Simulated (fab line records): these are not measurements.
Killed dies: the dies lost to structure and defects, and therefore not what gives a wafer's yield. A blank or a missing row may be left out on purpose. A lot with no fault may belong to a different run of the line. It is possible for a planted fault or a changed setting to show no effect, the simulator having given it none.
fab line records	flow gf180mcu
record lots=24	wafers=72	last_day=35
route steps=602 shown PSD@258 V1@360 V2@399 MIM@504 TOP_METAL@583
lots with no fault: from the same line, run without faults
start_h: hours from the record's first day to the start of the lot's first wafer shown	wait_h: how many hours have passed since the lot's step before this one	" same as the row above	L1.1+2: several wafers, shown together as one row	- value missing, or start not given	* or withheld: withheld	< > ~ a bound
route shown NAME@n: NAME is a module with steps in the file, n the number in the route of the first one	usual: the fault-free wafers' mean and standard deviation	same: alike in all rows	chamber/n: place in a boat	sites: per-site readings	_std_site: standard deviation across them	_edge_site: inner sites' mean taken away from outer sites' mean	radius_mm: for every site, how far away it sits from the centre of the wafer	mask NAME#n: copy n	behind: the tool/chamber that last shaped the wafer	hold: why the lot went on hold/how many hours it stayed there/how the hold came to an end	device: whichever transistor did not switch (one of n, p or np)	end of line: the same wafers' tests at the end of the route	where a step has no rows: the recipe by itself	killed: dies lost to structure and defects at the first sort, not the wafer's yield	map: a wafer's dies, marking killed ones x, the rest . and places with no die _
set.NAME: the run value of the setting; set.NAME@STEP: its run value at that earlier step	model.NAME: the simulator's own value behind a step, which no gauge read
the route's steps for a sample of lots (tables are steps, rows are wafers)
services: a tool's chamber out of use, with start hour (start_h, from the record's first day; less than 0 if before it), hours out, and reason
## steps
# step GF_PSD_STRIP_10
# recipe chemistry=O2/N2	power_w=1400	pressure_mtorr=1500	platen_temp_c=250	o2_flow_sccm=3000	n2_flow_sccm=300	overash_fraction=0.5
# usual drypump_motor_current_A=5.9/0.54	heater_power_w=363/31	oes_product_au=0.591/0.0047	strip_time_to_endpoint_s=16.52/0.034
lot.wafer	tool	chamber	start_h	wait_h	drypump_motor_current_A	heater_power_w	oes_product_au	rf_hours_counter_h	strip_time_to_endpoint_s
L074.3	plasma_asher-02	1	318.83	0.1	6.3	331	0.589	-	16.51
L074.4	"	0	"	"	6.3	413	0.594	-	16.45
L074.5	"	1	"	"	6.3	321	0.593	-	16.51
L075.1	plasma_asher-02	0	331.14	0.1	6.4	399	0.600	24	16.50
L075.2	"	1	"	"	6.3	327	0.593	24	16.50
L075.4	"	1	"	"	6.3	327	0.590	-	16.51
L076.1	plasma_asher-02	0	346.69	0.1	6.3	401	0.597	25	16.52
L076.3	"	0	"	"	6.4	412	0.587	-	16.56
L076.4	"	1	"	"	6.3	334	0.593	-	16.54
L077.1	plasma_asher-02	0	357.66	0.1	6.3	400	0.591	26	16.49
L077.2	"	1	"	"	6.3	329	0.592	26	16.50
L077.4	"	0	"	"	6.4	408	0.595	-	16.49
L078.3	plasma_asher-01	1	358.58	0.1	5.4	399	0.596	-	16.49
L078.4	"	0	"	"	5.0	361	0.593	-	16.48
L078.5	"	1	"	"	5.4	393	0.592	-	16.54
L079.4	plasma_asher-04	0	364.08	0.1	5.1	366	0.595	-	16.50
L079.5	"	0	"	"	5.1	362	0.599	-	16.47
L079.6	"	1	"	"	5.6	349	0.594	-	16.53
L080.2	plasma_asher-04	0	380.81	0.1	5.1	367	0.589	71	16.50
L080.3	"	1	"	"	5.6	341	0.591	-	16.54
L080.6	"	0	"	"	5.1	367	0.598	-	16.54
L081.1	plasma_asher-01	0	388.71	0.1	5.0	353	0.592	61	16.50
L081.2	"	1	"	"	5.4	396	0.599	61	16.47
L081.6	"	0	"	"	5.0	362	0.585	-	16.55
L082.1	plasma_asher-02	1	397.85	0.1	6.3	332	0.581	30	16.55
L082.3	"	0	"	"	6.3	403	0.592	-	16.55
L082.5	"	0	"	"	6.4	394	0.591	-	16.54
L083.1	plasma_asher-02	0	405.44	0.1	6.4	404	0.594	31	16.50
L083.2	"	1	"	"	6.3	332	0.587	31	16.50
L083.6	"	1	"	"	6.3	334	0.584	-	16.54
L084.1	plasma_asher-02	1	412.89	0.1	6.3	321	0.591	32	16.54
L084.2	"	0	"	"	6.3	396	0.583	32	16.54
L084.3	"	1	"	"	6.3	333	0.596	-	16.55
L085.1	plasma_asher-04	1	420.49	0.1	5.6	336	0.582	75	16.52
L085.4	"	0	"	"	5.1	357	0.595	-	16.49
L085.6	"	1	"	"	5.6	342	0.596	-	16.49
L086.1	plasma_asher-02	1	430.46	0.1	6.3	328	0.592	34	16.52
L086.2	"	0	"	"	6.3	409	0.588	34	16.48
L086.4	"	0	"	"	6.3	390	0.590	-	16.48
L087.1	plasma_asher-02	1	435.54	0.1	6.3	332	0.589	35	16.53
L087.3	"	0	"	"	6.4	396	0.592	-	16.52
L087.5	"	1	"	"	6.3	331	0.587	-	16.51
L088.3	plasma_asher-02	1	441.02	0.1	6.3	332	0.595	-	16.57
L088.4	"	0	"	"	6.4	408	0.582	-	16.54
L088.5	"	0	"	"	6.4	408	0.584	-	16.58
L089.2	plasma_asher-02	0	455.15	0.1	6.3	404	0.593	37	16.55
L089.4	"	0	"	"	6.3	400	0.597	-	16.54
L089.6	"	0	"	"	6.3	396	0.601	-	16.53
L090.1	plasma_asher-04	1	459.85	0.1	5.6	338	0.592	81	16.51
L090.2	"	0	"	"	5.1	366	0.596	81	16.59
L090.3	"	0	"	"	5.1	355	0.592	-	16.52
L091.1	plasma_asher-01	1	471.30	0.1	5.4	388	0.593	67	16.56
L091.2	"	0	"	"	5.0	358	0.588	67	16.49
L091.5	"	1	"	"	5.4	394	0.593	-	16.55
L092.1	plasma_asher-02	1	480.94	0.1	6.3	333	0.591	40	16.48
L092.5	"	1	"	"	6.3	330	0.586	-	16.48
L092.6	"	0	"	"	6.3	395	0.591	-	16.46
L093.1	plasma_asher-02	1	484.85	0.1	6.3	324	0.595	41	16.54
L093.2	"	0	"	"	6.4	401	0.595	41	16.53
L093.5	"	0	"	"	6.4	402	0.590	-	16.53
L094.1	plasma_asher-01	0	496.89	0.1	5.0	350	0.591	70	16.49
L094.2	"	1	"	"	5.4	396	0.594	70	16.50
L094.4	"	0	"	"	5.0	355	0.588	-	16.53
L095.3	plasma_asher-02	0	504.99	0.1	6.4	397	0.598	-	16.43
L095.4	"	1	"	"	6.3	322	0.587	-	16.45
L095.6	"	0	"	"	6.4	389	0.585	-	16.43
L096.1	plasma_asher-04	0	516.55	0.1	5.1	367	0.588	87	16.57
L096.4	"	0	"	"	5.1	360	0.593	-	16.54
L096.5	"	1	"	"	5.6	337	0.598	-	16.52
L097.2	plasma_asher-04	1	527.49	0.1	5.6	334	0.592	88	16.59
L097.4	"	0	"	"	5.1	369	0.594	-	16.56
L097.6	"	1	"	"	5.6	332	0.591	-	16.54
# step GF_V1_THK_MEAS_25
# recipe thk_meas_gauge=xrf	reads=W_of_V1_CVD_23
# usual V1_W_THK=350/5.7
lot.wafer	tool	chamber	start_h	wait_h	V1_W_THK[nm]
L074.3	film_metro-02	-	416.57	0.1	355
L074.4	"	-	"	"	344
L074.5	"	-	"	"	350
L075.1	film_metro-02	-	428.99	0.1	350
L075.2	"	-	"	"	347
L075.4	"	-	"	"	348
L076.1	film_metro-04	-	447.35	0.1	354
L076.3	"	-	"	"	353
L076.4	"	-	"	"	354
L077.1	film_metro-01	-	461.98	0.1	344
L077.2	"	-	"	"	342
L077.4	"	-	"	"	342
L078.3	film_metro-01	-	462.94	0.1	340
L078.4	"	-	"	"	343
L078.5	"	-	"	"	339
L079.4	film_metro-02	-	466.17	0.1	359
L079.5	"	-	"	"	359
L079.6	"	-	"	"	357
L080.2	film_metro-01	-	484.75	0.1	358
L080.3	"	-	"	"	366
L080.6	"	-	"	"	361
L081.1	film_metro-02	-	491.69	0.1	357
L081.2	"	-	"	"	358
L081.6	"	-	"	"	359
L082.1	film_metro-04	-	501.40	0.1	348
L082.3	"	-	"	"	349
L082.5	"	-	"	"	353
L083.1	film_metro-02	-	509.95	0.1	356
L083.2	"	-	"	"	361
L083.6	"	-	"	"	359
L084.1	film_metro-04	-	517.11	0.1	357
L084.2	"	-	"	"	354
L084.3	"	-	"	"	350
L085.1	film_metro-01	-	524.38	0.1	352
L085.4	"	-	"	"	351
L085.6	"	-	"	"	351
L086.1	film_metro-01	-	533.33	0.1	343
L086.2	"	-	"	"	341
L086.4	"	-	"	"	342
L087.1	film_metro-02	-	537.24	0.1	348
L087.3	"	-	"	"	344
L087.5	"	-	"	"	349
L088.3	film_metro-02	-	543.36	0.1	346
L088.4	"	-	"	"	348
L088.5	"	-	"	"	345
L089.2	film_metro-02	-	556.32	0.1	348
L089.4	"	-	"	"	343
L089.6	"	-	"	"	347
L090.1	film_metro-02	-	561.13	0.1	355
L090.2	"	-	"	"	354
L090.3	"	-	"	"	352
L091.1	film_metro-04	-	570.49	0.1	352
L091.2	"	-	"	"	353
L091.5	"	-	"	"	352
L092.1	film_metro-04	-	578.58	0.1	353
L092.5	"	-	"	"	355
L092.6	"	-	"	"	352
L093.1	film_metro-02	-	581.93	0.1	341
L093.2	"	-	"	"	351
L093.5	"	-	"	"	347
L094.1	film_metro-04	-	593.58	0.1	353
L094.2	"	-	"	"	349
L094.4	"	-	"	"	358
L095.3	film_metro-02	-	600.31	0.1	346
L095.4	"	-	"	"	353
L095.6	"	-	"	"	351
L096.1	film_metro-01	-	612.05	0.1	338
L096.4	"	-	"	"	343
L096.5	"	-	"	"	339
L097.2	film_metro-01	-	622.10	0.1	348
L097.4	"	-	"	"	346
L097.6	"	-	"	"	347
# step GF_V2_ETCH_17
# recipe chemistry=C4F8/O2/Ar	mask_material=KrF	target=SiO2	stop_on=TiN	source_w=1500	bias_w=1200	pressure_mtorr=40	c4f8_flow_sccm=withheld	O2_flow_sccm=6	Ar_flow_sccm=300	time_s=withheld	target_depth_a=6300
# usual oes_product_au=0.857/0.0043
lot.wafer	tool	chamber	start_h	wait_h	oes_product_au
L074.3	rie_diel-01	2	-	-	0.849
L074.4	"	1	"	"	0.863
L074.5	"	2	"	"	0.858
L075.1	rie_diel-03	0	-	-	0.854
L075.2	"	3	"	"	0.857
L075.4	"	1	"	"	0.856
L076.1	rie_diel-01	2	-	-	0.854
L076.3	"	0	"	"	0.861
L076.4	"	3	"	"	0.855
L077.1	rie_diel-04	3	-	-	0.859
L077.2	"	2	"	"	0.849
L077.4	"	2	"	"	0.853
L078.3	rie_diel-01	0	-	-	0.854
L078.4	"	1	"	"	0.858
L078.5	"	1	"	"	0.859
L079.4	rie_diel-03	1	-	-	0.854
L079.5	"	3	"	"	0.861
L079.6	"	2	"	"	0.856
L080.2	rie_diel-04	3	-	-	0.865
L080.3	"	3	"	"	0.859
L080.6	"	3	"	"	0.857
L081.1	rie_diel-03	3	-	-	0.851
L081.2	"	1	"	"	0.859
L081.6	"	1	"	"	0.846
L082.1	rie_diel-04	2	-	-	0.860
L082.3	"	3	"	"	0.861
L082.5	"	3	"	"	0.854
L083.1	rie_diel-03	2	-	-	0.857
L083.2	"	1	"	"	0.851
L083.6	"	3	"	"	0.858
L084.1	rie_diel-04	0	-	-	0.852
L084.2	"	2	"	"	0.854
L084.3	"	3	"	"	0.861
L085.1	rie_diel-04	0	-	-	0.861
L085.4	"	2	"	"	0.857
L085.6	"	0	"	"	0.851
L086.1	rie_diel-03	1	-	-	0.862
L086.2	"	0	"	"	0.845
L086.4	"	3	"	"	0.857
L087.1	rie_diel-01	0	-	-	0.865
L087.3	"	2	"	"	0.850
L087.5	"	3	"	"	0.864
L088.3	rie_diel-04	0	-	-	0.851
L088.4	"	2	"	"	0.860
L088.5	"	0	"	"	0.857
L089.2	rie_diel-03	0	-	-	0.861
L089.4	"	2	"	"	0.867
L089.6	"	2	"	"	0.858
L090.1	rie_diel-03	3	-	-	0.864
L090.2	"	2	"	"	0.857
L090.3	"	1	"	"	0.859
L091.1	rie_diel-04	0	-	-	0.858
L091.2	"	3	"	"	0.855
L091.5	"	3	"	"	0.854
L092.1	rie_diel-04	3	-	-	0.856
L092.5	"	3	"	"	0.859
L092.6	"	0	"	"	0.847
L093.1	rie_diel-04	0	-	-	0.855
L093.2	"	2	"	"	0.851
L093.5	"	3	"	"	0.855
L094.1	rie_diel-04	1	-	-	0.860
L094.2	"	0	"	"	0.853
L094.4	"	3	"	"	0.858
L095.3	rie_diel-01	2	-	-	0.858
L095.4	"	2	"	"	0.855
L095.6	"	0	"	"	0.856
L096.1	rie_diel-01	0	-	-	0.861
L096.4	"	1	"	"	0.860
L096.5	"	0	"	"	0.853
L097.2	rie_diel-01	2	-	-	0.853
L097.4	"	3	"	"	0.854
L097.6	"	2	"	"	0.862
# step GF_V2_STRIP_18
# recipe chemistry=O2/N2	power_w=1400	pressure_mtorr=1500	platen_temp_c=250	o2_flow_sccm=3000	n2_flow_sccm=300	overash_fraction=0.5
# usual drypump_motor_current_A=5.8/0.49	heater_power_w=337/57	oes_product_au=0.593/0.0048
lot.wafer	tool	chamber	start_h	wait_h	drypump_motor_current_A	heater_power_w	oes_product_au	rf_hours_counter_h
L074.3	plasma_asher-04	1	467.92	-	5.6	331	0.594	-
L074.4	"	0	"	"	5.1	356	0.600	-
L074.5	"	1	"	"	5.6	332	0.588	-
L075.1	plasma_asher-04	0	481.27	-	5.1	369	0.593	83
L075.2	"	1	"	"	5.6	338	0.588	83
L075.4	"	1	"	"	5.6	330	0.592	-
L076.1	plasma_asher-03	1	498.79	-	6.2	228	0.589	8
L076.3	"	0	"	"	6.3	384	0.594	-
L076.4	"	1	"	"	6.2	223	0.594	-
L077.1	plasma_asher-02	1	512.08	-	6.3	331	0.593	43
L077.2	"	0	"	"	6.4	404	0.607	43
L077.4	"	1	"	"	6.3	327	0.594	-
L078.3	plasma_asher-02	1	512.97	-	6.3	327	0.591	-
L078.4	"	0	"	"	6.3	399	0.596	-
L078.5	"	1	"	"	6.3	336	0.595	-
L079.4	plasma_asher-04	0	515.92	-	5.1	358	0.596	-
L079.5	"	1	"	"	5.6	340	0.596	-
L079.6	"	0	"	"	5.1	362	0.594	-
L080.2	plasma_asher-03	1	534.55	-	6.2	227	0.592	12
L080.3	"	1	"	"	6.2	226	0.594	-
L080.6	"	0	"	"	6.3	381	0.595	-
L081.1	plasma_asher-03	0	541.53	-	6.3	387	0.591	12
L081.2	"	1	"	"	6.2	226	0.600	12
L081.6	"	0	"	"	6.3	384	0.604	-
L082.1	plasma_asher-03	1	549.57	-	6.2	225	0.600	13
L082.3	"	0	"	"	6.3	390	0.589	-
L082.5	"	1	"	"	6.2	229	0.586	-
L083.1	plasma_asher-04	1	557.62	-	5.6	348	0.584	91
L083.2	"	0	"	"	5.1	363	0.585	91
L083.6	"	0	"	"	5.1	358	0.588	-
L084.1	plasma_asher-04	0	565.48	-	5.1	355	0.600	92
L084.2	"	1	"	"	5.6	350	0.591	92
L084.3	"	1	"	"	5.6	331	0.592	-
L085.1	plasma_asher-04	0	571.74	-	5.1	369	0.592	93
L085.4	"	1	"	"	5.6	350	0.604	-
L085.6	"	1	"	"	5.6	332	0.595	-
L086.1	plasma_asher-04	1	580.64	-	5.6	341	0.596	94
L086.2	"	0	"	"	5.1	359	0.587	94
L086.4	"	1	"	"	5.6	336	0.595	-
L087.1	plasma_asher-03	0	584.02	-	6.3	393	0.599	17
L087.3	"	1	"	"	6.2	231	0.598	-
L087.5	"	1	"	"	6.2	226	0.594	-
L088.3	plasma_asher-04	0	590.25	-	5.1	362	0.590	-
L088.4	"	1	"	"	5.6	340	0.598	-
L088.5	"	1	"	"	5.6	343	0.590	-
L089.2	plasma_asher-02	0	602.24	-	6.4	407	0.592	53
L089.4	"	1	"	"	6.3	328	0.598	-
L089.6	"	1	"	"	6.3	329	0.597	-
L090.1	plasma_asher-03	1	606.79	-	6.2	226	0.588	20
L090.2	"	0	"	"	6.3	406	0.597	20
L090.3	"	1	"	"	6.2	228	0.589	-
L091.1	plasma_asher-04	0	615.58	-	5.1	357	0.598	98
L091.2	"	1	"	"	5.6	345	0.590	98
L091.5	"	1	"	"	5.6	344	0.597	-
L092.1	plasma_asher-03	0	624.17	-	6.3	391	0.594	22
L092.5	"	1	"	"	6.2	224	0.597	-
L092.6	"	0	"	"	6.3	385	0.588	-
L093.1	plasma_asher-03	0	627.73	-	6.3	390	0.594	22
L093.2	"	1	"	"	6.2	233	0.596	22
L093.5	"	0	"	"	6.4	387	0.599	-
L094.1	plasma_asher-04	0	638.89	-	5.1	358	0.593	101
L094.2	"	1	"	"	5.6	347	0.594	101
L094.4	"	1	"	"	5.6	338	0.596	-
L095.3	plasma_asher-02	0	644.56	-	6.3	391	0.588	-
L095.4	"	1	"	"	6.3	330	0.582	-
L095.6	"	1	"	"	6.3	326	0.594	-
L096.1	plasma_asher-04	0	657.09	-	5.1	375	0.580	102
L096.4	"	0	"	"	5.1	361	0.587	-
L096.5	"	1	"	"	5.6	335	0.605	-
L097.2	plasma_asher-03	1	665.58	-	6.2	232	0.598	26
L097.4	"	0	"	"	6.3	379	0.595	-
L097.6	"	1	"	"	6.2	222	0.589	-
# step GF_MIM_SPUTTER_01
# recipe material=TiN	target_thk_nm=30	power_w=6500	time_s=25	chamber_pressure_pa=0.4
# usual throttle_valve_pct=30.3/1.1
lot.wafer	tool	chamber	start_h	wait_h	throttle_valve_pct
L074.3	pvd_sputter-01	-	569.39	0.1	32.1
L074.4	"	-	"	"	29.8
L074.5	"	-	"	"	29.5
L075.1	pvd_sputter-01	-	581.01	0.1	29.5
L075.2	"	-	"	"	31.9
L075.4	"	-	"	"	30.6
L076.1	pvd_sputter-01	-	596.11	0.1	30.4
L076.3	"	-	"	"	29.9
L076.4	"	-	"	"	32.2
L077.1	pvd_sputter-02	-	608.46	0.1	31.4
L077.2	"	-	"	"	31.2
L077.4	"	-	"	"	29.2
L078.3	pvd_sputter-01	-	611.10	0.1	29.6
L078.4	"	-	"	"	30.2
L078.5	"	-	"	"	32.0
L079.4	pvd_sputter-01	-	614.30	0.1	32.2
L079.5	"	-	"	"	31.9
L079.6	"	-	"	"	29.7
L080.2	pvd_sputter-02	-	630.71	0.1	29.3
L080.3	"	-	"	"	29.0
L080.6	"	-	"	"	29.4
L081.1	pvd_sputter-02	-	636.99	0.1	29.4
L081.2	"	-	"	"	31.1
L081.6	"	-	"	"	31.2
L082.1	pvd_sputter-01	-	644.27	0.1	32.2
L082.3	"	-	"	"	30.3
L082.5	"	-	"	"	30.3
L083.1	pvd_sputter-01	-	651.42	0.1	30.3
L083.2	"	-	"	"	30.8
L083.6	"	-	"	"	30.7
L084.1	pvd_sputter-04	-	660.13	0.1	29.8
L084.2	"	-	"	"	27.9
L084.3	"	-	"	"	29.8
L085.1	pvd_sputter-02	-	664.24	0.1	29.2
L085.4	"	-	"	"	31.4
L085.6	"	-	"	"	30.8
L086.1	pvd_sputter-01	-	672.52	0.1	30.5
L086.2	"	-	"	"	29.6
L086.4	"	-	"	"	30.6
L087.1	pvd_sputter-04	-	676.45	0.1	29.7
L087.3	"	-	"	"	28.6
L087.5	"	-	"	"	28.5
L088.3	pvd_sputter-02	-	682.69	0.1	29.0
L088.4	"	-	"	"	31.5
L088.5	"	-	"	"	31.2
L089.2	pvd_sputter-01	-	692.99	0.1	32.0
L089.4	"	-	"	"	30.6
L089.6	"	-	"	"	29.8
L090.1	pvd_sputter-01	-	696.87	0.1	30.9
L090.2	"	-	"	"	32.2
L090.3	"	-	"	"	30.4
L091.1	pvd_sputter-04	-	704.41	0.1	30.1
L091.2	"	-	"	"	29.8
L091.5	"	-	"	"	29.8
L092.1	pvd_sputter-01	-	712.86	0.1	30.2
L092.5	"	-	"	"	32.1
L092.6	"	-	"	"	29.8
L093.1	pvd_sputter-04	-	715.06	0.1	29.9
L093.2	"	-	"	"	28.1
L093.5	"	-	"	"	28.4
L094.1	pvd_sputter-02	-	726.15	0.1	31.9
L094.2	"	-	"	"	31.1
L094.4	"	-	"	"	31.7
L095.3	pvd_sputter-01	-	730.74	0.1	30.7
L095.4	"	-	"	"	31.9
L095.6	"	-	"	"	30.9
L096.1	pvd_sputter-01	-	743.22	0.1	32.3
L096.4	"	-	"	"	29.5
L096.5	"	-	"	"	30.5
L097.2	pvd_sputter-01	-	748.27	0.1	29.7
L097.4	"	-	"	"	30.6
L097.6	"	-	"	"	30.0
# step GF_TOP_METAL_METAL_ETCH_16
# recipe chemistry=Cl2/BCl3	mask_material=NOVOLAK	target_depth_nm=1197	stop_on=SiO2	pressure_mtorr=8	icp_w=800	bias_w=140	Cl2_flow_sccm=80	bcl3_flow_sccm=40	time_s=199.5
# usual drypump_motor_current_A=5.96/0.27	oes_product_au=0.990/0.0095	throttle_valve_pct=28.231/0.012
lot.wafer	tool	chamber	start_h	wait_h	drypump_motor_current_A	oes_product_au	rf_hours_counter_h	throttle_valve_pct
L074.3	rie_metal-01	0	660.10	0.1	5.35	0.977	-	28.230
L074.4	"	1	"	"	6.16	0.965	-	28.242
L074.5	"	1	"	"	6.19	0.976	-	28.241
L075.1	rie_metal-03	1	669.61	0.0	6.22	0.994	6	28.222
L075.2	"	1	"	"	6.22	0.988	-	28.227
L075.4	"	1	"	"	6.21	0.997	-	28.232
L076.1	rie_metal-01	1	685.51	0.0	6.17	0.975	4	28.266
L076.3	"	0	"	"	5.38	0.992	-	28.226
L076.4	"	1	"	"	6.18	0.974	-	28.254
L077.1	rie_metal-03	0	695.06	0.0	6.01	0.986	1	28.223
L077.2	"	1	"	"	6.18	1.007	7	28.232
L077.4	"	0	"	"	6.01	0.986	-	28.240
L078.3	rie_metal-03	0	697.47	0.1	5.99	0.987	-	28.222
L078.4	"	1	"	"	6.17	0.998	-	28.211
L078.5	"	0	"	"	6.00	0.999	-	28.223
L079.4	rie_metal-03	1	700.57	0.1	6.23	0.994	-	28.248
L079.5	"	0	"	"	5.99	0.977	-	28.248
L079.6	"	1	"	"	6.20	0.993	-	28.219
L080.2	rie_metal-03	1	714.80	0.0	6.23	1.000	8	28.228
L080.3	"	0	"	"	6.01	0.988	-	28.244
L080.6	"	1	"	"	6.21	0.987	-	28.240
L081.1	rie_metal-01	1	721.54	0.0	6.18	0.973	7	28.254
L081.2	"	0	"	"	5.34	0.992	8	28.227
L081.6	"	1	"	"	6.18	0.963	-	28.272
L082.1	rie_metal-03	0	726.75	0.0	6.01	0.990	2	28.227
L082.3	"	0	"	"	6.02	0.983	-	28.221
L082.5	"	1	"	"	6.22	0.992	-	28.236
L083.1	rie_metal-03	0	732.81	0.0	6.01	0.992	3	28.223
L083.2	"	1	"	"	6.20	0.993	9	28.227
L083.6	"	0	"	"	6.00	0.996	-	28.211
L084.1	rie_metal-03	1	739.80	0.0	6.22	1.001	10	28.229
L084.2	"	0	"	"	6.00	0.990	3	28.231
L084.3	"	0	"	"	6.01	0.987	-	28.233
L085.1	rie_metal-01	0	742.90	0.0	5.36	0.992	10	28.241
L085.4	"	1	"	"	6.19	0.964	-	28.261
L085.6	"	0	"	"	5.37	0.991	-	28.243
L086.1	rie_metal-02	0	750.16	0.0	6.09	1.000	11	28.219
L086.2	"	1	"	"	5.76	1.001	2	28.227
L086.4	"	1	"	"	5.76	0.997	-	28.234
L087.1	rie_metal-01	1	753.76	0.0	6.14	0.967	9	28.246
L087.3	"	0	"	"	5.34	0.992	-	28.233
L087.5	"	1	"	"	6.18	0.971	-	28.238
L088.3	rie_metal-03	0	759.37	0.1	6.02	0.992	-	28.229
L088.4	"	1	"	"	6.19	0.982	-	28.228
L088.5	"	1	"	"	6.19	0.998	-	28.230
L089.2	rie_metal-02	0	767.75	0.0	6.08	1.005	12	28.217
L089.4	"	1	"	"	5.76	0.992	-	28.214
L089.6	"	1	"	"	5.77	1.002	-	28.233
L090.1	rie_metal-02	1	770.85	0.0	5.78	0.989	3	28.215
L090.2	"	0	"	"	6.06	0.990	12	28.218
L090.3	"	1	"	"	5.77	0.991	-	28.227
L091.1	rie_metal-02	1	778.21	0.0	5.78	0.994	4	28.215
L091.2	"	0	"	"	6.07	0.983	12	28.222
L091.5	"	0	"	"	6.07	0.990	-	28.222
L092.1	rie_metal-03	1	785.01	0.0	6.20	0.993	12	28.235
L092.5	"	1	"	"	6.23	0.988	-	28.234
L092.6	"	0	"	"	6.00	0.996	-	28.220
L093.1	rie_metal-02	1	786.61	0.0	5.77	0.992	4	28.225
L093.2	"	0	"	"	6.04	0.995	13	28.226
L093.5	"	1	"	"	5.77	0.987	-	28.220
L094.1	rie_metal-02	1	796.56	0.0	5.77	0.989	5	28.225
L094.2	"	0	"	"	6.06	0.994	13	28.227
L094.4	"	0	"	"	6.06	0.988	-	28.222
L095.3	rie_metal-02	0	800.80	0.1	6.05	1.000	-	28.225
L095.4	"	1	"	"	5.78	0.997	-	28.229
L095.6	"	0	"	"	6.04	1.003	-	28.224
L096.1	rie_metal-02	0	812.10	0.0	6.08	1.000	14	28.237
L096.4	"	0	"	"	6.07	0.998	-	28.215
L096.5	"	0	"	"	6.07	0.998	-	28.231
L097.2	rie_metal-01	0	815.50	0.0	5.39	0.991	14	28.220
L097.4	"	1	"	"	6.18	0.969	-	28.237
L097.6	"	1	"	"	6.19	0.976	-	28.262
## services
tool	chamber	start_h	hours	kind
rie_diel-04	-	303.69	0.4	repair
rie_diel-04	2	310.39	18.6	repair
rie_diel-04	1	310.59	2.5	repair
rie_diel-04	-	315.83	1.0	repair
rie_metal-03	-	340.16	2.6	repair
pvd_sputter-01	-	341.93	0.7	repair
rie_diel-04	-	342.23	1.5	repair
rie_diel-04	0	355.10	7.5	repair
plasma_asher-02	-	370.41	2.8	pm
rie_metal-03	-	387.35	1.2	repair
rie_metal-03	-	412.91	0.1	repair
rie_diel-04	3	425.67	4.2	repair
rie_metal-03	-	439.38	1.1	repair
rie_metal-03	0	449.95	5.0	repair
rie_metal-03	-	458.28	0.7	repair
rie_diel-04	1	476.57	2.8	repair
plasma_asher-04	-	500.07	3.4	repair
rie_diel-04	1	504.86	13.2	repair
rie_diel-04	1	525.85	9.0	repair
rie_diel-04	3	529.66	1.5	repair
rie_diel-04	0	530.47	4.6	repair
rie_diel-04	3	573.61	2.0	repair
pvd_sputter-01	-	584.33	3.7	repair
plasma_asher-04	-	733.75	9.0	pm
## key
fault none
